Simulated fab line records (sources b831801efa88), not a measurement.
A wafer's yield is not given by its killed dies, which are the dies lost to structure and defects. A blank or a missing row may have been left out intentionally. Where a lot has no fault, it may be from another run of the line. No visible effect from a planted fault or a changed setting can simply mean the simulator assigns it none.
Which tool was responsible?    flow sky130    Sampling: 24 lots, 72 wafers, 6 of 708 route steps

== WHAT EACH GAUGE READ, for each wafer ==
SKY_SD_N_CD_MEAS_07: the cd target is 380 nm.
lot   measured      on         cd_nm (nm)
L074  day 27 16:10  cd_sem-01  379 381 380
L075  day 29 03:05  cd_sem-01  384 382 384
L076  day 29 03:16  cd_sem-02  382 384 381
L077  day 29 04:58  cd_sem-02  382 382 381
L079  day 29 08:34  cd_sem-01  378 379 380
L078  day 29 12:08  cd_sem-01  380 379 382
L080  day 29 18:46  cd_sem-01  382 380 377
L081  day 30 09:34  cd_sem-02  378 375 378
L082  day 30 19:59  cd_sem-01  386 383 386
L084  day 30 23:34  cd_sem-02  384 385 382
L083  day 31 04:08  cd_sem-02  373 376 374
L085  day 31 06:28  cd_sem-01  383 383 384
L086  day 31 23:11  cd_sem-02  378 378 377
L087  day 32 10:19  cd_sem-02  380 380 385
L088  day 32 10:25  cd_sem-01  378 378 376
L089  day 32 20:26  cd_sem-01  384 385 383
L090  day 33 06:28  cd_sem-01  382 383 380
L091  day 33 12:30  cd_sem-02  379 381 381
L092  day 33 16:43  cd_sem-02  377 377 379
L093  day 34 07:49  cd_sem-02  378 380 381
L094  day 34 21:16  cd_sem-02  383 385 384
L095  day 35 14:37  cd_sem-01  382 381 381
L097  day 36 07:22  cd_sem-02  379 378 374
L096  day 36 09:37  cd_sem-02  382 380 381

SKY_LOCAL_INTERCONNECT_CD_MEAS_11: the cd target is 170 nm.
lot   measured      on         cd_nm (nm)
L074  day 30 04:07  cd_sem-01  169.6 169.7 169.0
L075  day 31 13:23  cd_sem-02  169.3 171.3 170.9
L076  day 31 14:31  cd_sem-02  171.3 168.7 169.9
L077  day 31 15:55  cd_sem-01  171.8 171.6 171.7
L079  day 31 19:06  cd_sem-01  170.3 171.3 170.6
L078  day 31 22:56  cd_sem-01  171.6 170.9 170.7
L080  day 32 05:21  cd_sem-01  169.2 169.9 169.5
L081  day 32 18:34  cd_sem-02  168.2 168.8 169.0
L082  day 33 05:26  cd_sem-01  169.6 169.2 169.6
L084  day 33 10:10  cd_sem-01  169.9 170.8 170.5
L083  day 33 13:19  cd_sem-01  170.0 170.6 171.4
L085  day 33 15:22  cd_sem-02  172.3 172.2 173.6
L086  day 34 08:11  cd_sem-02  169.8 168.7 170.5
L087  day 34 19:06  cd_sem-02  170.6 170.5 169.9
L088  day 34 20:43  cd_sem-02  169.3 170.7 170.2
L089  day 35 04:23  cd_sem-01  166.7 169.1 168.1
L090  day 35 14:58  cd_sem-01  167.8 167.9 168.8
L091  day 35 20:12  cd_sem-01  170.0 170.1 170.3
L092  day 36 00:57  cd_sem-01  169.1 169.1 168.9
L093  day 36 15:28  cd_sem-01  170.8 170.1 171.3
L094  day 37 05:07  cd_sem-01  169.8 169.9 169.1
L095  day 37 21:52  cd_sem-02  171.3 170.8 172.2
L097  day 38 13:40  cd_sem-01  168.6 168.4 168.5
L096  day 38 15:55  cd_sem-02  171.5 170.5 171.5

SKY_CONTACT_OVL_MEAS_15.
lot   measured      on          CONTACT_OVL (nm)
L074  day 31 09:26  overlay-01  0 -4 -9
L075  day 32 17:38  overlay-02  1 5 5
L076  day 32 18:44  overlay-01  -3 -2 -9
L077  day 32 19:59  overlay-01  -3 -9 -8
L079  day 32 23:08  overlay-02  -4 -2 -5
L078  day 33 02:53  overlay-01  4 8 5
L080  day 33 11:05  overlay-01  1 1 -2
L081  day 33 22:59  overlay-01  -3 -1 -5
L082  day 34 09:41  overlay-02  -1 0 -6
L084  day 34 13:54  overlay-02  -4 0 3
L083  day 34 17:35  overlay-01  0 -8 -9
L085  day 34 20:08  overlay-01  6 3 2
L086  day 35 12:39  overlay-02  -1 4 2
L087  day 35 22:23  overlay-01  3 1 8
L088  day 36 00:41  overlay-02  -12 -6 -7
L089  day 36 07:53  overlay-02  -3 -4 -2
L090  day 36 18:50  overlay-02  -2 -4 -1
L091  day 36 23:09  overlay-01  -4 6 -10
L092  day 37 04:18  overlay-02  -2 -2 -11
L093  day 37 19:29  overlay-01  -12 -15 -7
L094  day 38 08:35  overlay-01  -2 -4 -6
L095  day 39 00:50  overlay-01  -2 -5 -6
L097  day 39 15:44  overlay-02  -9 -5 -5
L096  day 39 18:08  overlay-01  -3 -8 -1

SKY_VIA2_CD_MEAS_12: the cd target is 200 nm.
lot   measured      on         cd_nm (nm)
L074  day 36 03:01  cd_sem-02  198.4 198.9 199.1
L075  day 37 10:59  cd_sem-01  198.7 197.7 197.6
L076  day 37 11:58  cd_sem-02  197.4 196.8 197.4
L077  day 37 12:19  cd_sem-02  200.9 201.6 201.0
L079  day 37 13:06  cd_sem-02  202.9 202.8 201.7
L078  day 37 17:53  cd_sem-02  199.2 199.4 199.2
L080  day 38 01:39  cd_sem-02  201.0 199.9 201.4
L081  day 38 14:01  cd_sem-01  201.6 199.6 200.2
L082  day 39 00:23  cd_sem-02  201.1 201.2 201.4
L084  day 39 02:57  cd_sem-02  199.5 200.1 200.2
L083  day 39 06:40  cd_sem-02  199.6 199.7 200.4
L085  day 39 08:46  cd_sem-02  203.0 203.8 204.4
L086  day 39 23:59  cd_sem-01  200.3 199.8 200.4
L087  day 40 10:09  cd_sem-01  203.6 203.3 202.8
L088  day 40 12:10  cd_sem-01  200.4 198.9 199.5
L089  day 40 19:53  cd_sem-01  199.3 199.6 199.4
L090  day 41 05:10  cd_sem-02  200.3 200.6 198.6
L091  day 41 06:54  cd_sem-02  200.3 199.6 200.9
L092  day 41 11:30  cd_sem-01  198.3 198.3 199.7
L093  day 42 07:07  cd_sem-02  198.4 196.4 197.7
L094  day 42 14:13  cd_sem-02  198.8 200.0 199.8
L095  day 43 05:49  cd_sem-02  200.7 201.3 202.0
L097  day 44 05:37  cd_sem-02  199.0 200.3 199.7
L096  day 44 05:58  cd_sem-01  198.5 199.6 199.2

SKY_VIA4_RS_MEAS_19: the measuring method here is four-point-probe.
lot   measured      on             VIA4_W_RS (ohm/sq)
L074  day 42 14:58  film_metro-01  0.224 0.221 0.226
L075  day 43 16:48  film_metro-03  0.223 0.226 0.222
L076  day 43 16:58  film_metro-01  0.227 0.221 0.227
L077  day 43 17:23  film_metro-02  0.221 0.223 0.221
L079  day 43 19:07  film_metro-01  0.220 0.228 0.220
L078  day 44 01:28  film_metro-01  0.219 0.220 0.219
L080  day 44 09:46  film_metro-01  0.229 0.223 0.229
L081  day 45 04:43  film_metro-01  0.228 0.218 0.222
L082  day 45 08:56  film_metro-01  0.221 0.229 0.231
L084  day 45 09:16  film_metro-03  0.229 0.220 0.224
L083  day 45 10:37  film_metro-03  0.225 0.225 0.222
L085  day 45 11:56  film_metro-03  0.228 0.223 0.222
L086  day 45 23:59  film_metro-02  0.222 0.222 0.227
L087  day 46 09:55  film_metro-02  0.221 0.223 0.228
L088  day 46 10:22  film_metro-01  0.228 0.230 0.231
L089  day 46 15:29  film_metro-03  0.220 0.220 0.226
L090  day 47 03:07  film_metro-03  0.220 0.221 0.225
L091  day 47 06:35  film_metro-01  0.222 0.225 0.219
L092  day 47 09:40  film_metro-01  0.228 0.224 0.221
L093  day 48 04:01  film_metro-03  0.223 0.227 0.230
L094  day 48 06:45  film_metro-02  0.219 0.223 0.219
L095  day 48 18:10  film_metro-01  0.229 0.224 0.228
L097  day 49 13:04  film_metro-03  0.226 0.222 0.227
L096  day 49 14:11  film_metro-02  0.221 0.224 0.220

== EACH LOT AND THE TOOL THAT RAN IT (in order: tool; ch and the chambers of the sampled wafers; start) ==
lot   SKY_VIA1_ETCH_14
L074  rie_diel-03 ch 0,1,2, day 33 18:37
L075  rie_diel-03 ch 0,1,2, day 35 02:53
L076  rie_diel-02 ch 1,2,3, day 35 03:52
L077  rie_diel-03 ch 0,1, day 35 04:13
L079  rie_diel-03 ch 1,2, day 35 06:52
L078  rie_diel-04 ch 2,3, day 35 10:10
L080  rie_diel-04 ch 2,3, day 35 19:40
L081  rie_diel-02 ch 0,3, day 36 07:34
L082  rie_diel-03 ch 1,2, day 36 17:25
L084  rie_diel-03 ch 1,2, day 36 21:13
L083  rie_diel-02 ch 0,3, day 37 00:43
L085  rie_diel-02 ch 0,1,3, day 37 02:40
L086  rie_diel-04 ch 0,2,3, day 37 19:43
L087  rie_diel-02 ch 0,1,2, day 38 05:37
L088  rie_diel-02 ch 0,1,2, day 38 07:40
L089  rie_diel-04 ch 1,2,3, day 38 15:26
L090  rie_diel-02 ch 0,1,2, day 39 01:13
L091  rie_diel-03 ch 1,2,3, day 39 05:10
L092  rie_diel-03 ch 0,1,2, day 39 10:22
L093  rie_diel-04 ch 0,2,3, day 39 23:46
L094  rie_diel-04 ch 0,2,3, day 40 12:49
L095  rie_diel-02 ch 1,2,3, day 41 04:55
L097  rie_diel-03 ch 0,1,3, day 42 05:52
L096  rie_diel-04 ch 0,2,3, day 42 06:13
- SKY_VIA1_ETCH_14: etches BARC in N2/H2, stops on SiO2, time 45.9 s, target depth 60 nm.

== WHAT THE TOOLS THEMSELVES READ (means of the sampled wafers that have a number; where no wafer has one, the mark that the record gives instead) ==
SKY_VIA1_ETCH_14.
lot   tool         drypump_motor_current_A (A)  oes_product_au (a.u.)  rf_fwd_power_W (W)  throttle_valve_pct (%)
L074  rie_diel-03  5.5                          0.855                  494.5               13.222
L075  rie_diel-03  5.5                          0.857                  493.5               13.222
L076  rie_diel-02  5.8                          0.853                  495.3               13.228
L077  rie_diel-03  5.3                          0.856                  494.9               13.223
L079  rie_diel-03  5.4                          0.856                  493.9               13.229
L078  rie_diel-04  6.0                          0.862                  495.2               13.218
L080  rie_diel-04  6.3                          0.856                  495.6               13.230
L081  rie_diel-02  5.8                          0.856                  496.4               13.222
L082  rie_diel-03  5.6                          0.855                  491.4               13.223
L084  rie_diel-03  5.5                          0.852                  493.6               13.218
L083  rie_diel-02  5.8                          0.860                  496.9               13.219
L085  rie_diel-02  5.9                          0.857                  497.0               13.228
L086  rie_diel-04  5.9                          0.855                  494.6               13.224
L087  rie_diel-02  5.9                          0.851                  497.2               13.228
L088  rie_diel-02  5.8                          0.858                  496.8               13.225
L089  rie_diel-04  6.0                          0.853                  495.2               13.226
L090  rie_diel-02  5.9                          0.854                  497.4               13.219
L091  rie_diel-03  5.3                          0.852                  494.6               13.220
L092  rie_diel-03  5.5                          0.858                  493.6               13.222
L093  rie_diel-04  5.9                          0.855                  493.9               13.223
L094  rie_diel-04  5.9                          0.857                  493.2               13.230
L095  rie_diel-02  5.8                          0.853                  495.5               13.221
L097  rie_diel-03  5.3                          0.860                  493.5               13.231
L096  rie_diel-04  5.9                          0.855                  494.6               13.223

== THE ANSWER, worked out from the rows above alone ==
Rule: the usual values come from the lots themselves. Put in order of their means at a reading, lots are off if they are a third of the lots or fewer, leave a main group of 4 or more, and stand apart from it by a gap of 3 or more times the standard deviation of the main group's means; of several such gaps the widest counts. The tables above print the reading to a certain number of digits; a main group whose means all agree to those digits is not used. Also off: a lot with no number at a reading for which 4 or more lots have one. Any other lot the step has rows for is counted as sound. Order of review: gauges by route order, followed by the tools' own readings, for which a lot's mean as printed above is used. At the first step where some lot is off, the reading lying furthest off is the one used; lots without a number count as furthest.
No lot is off at any reading shown: from this, nothing can be told.

== WHAT WAS PUT IN BY THE SIMULATOR ==
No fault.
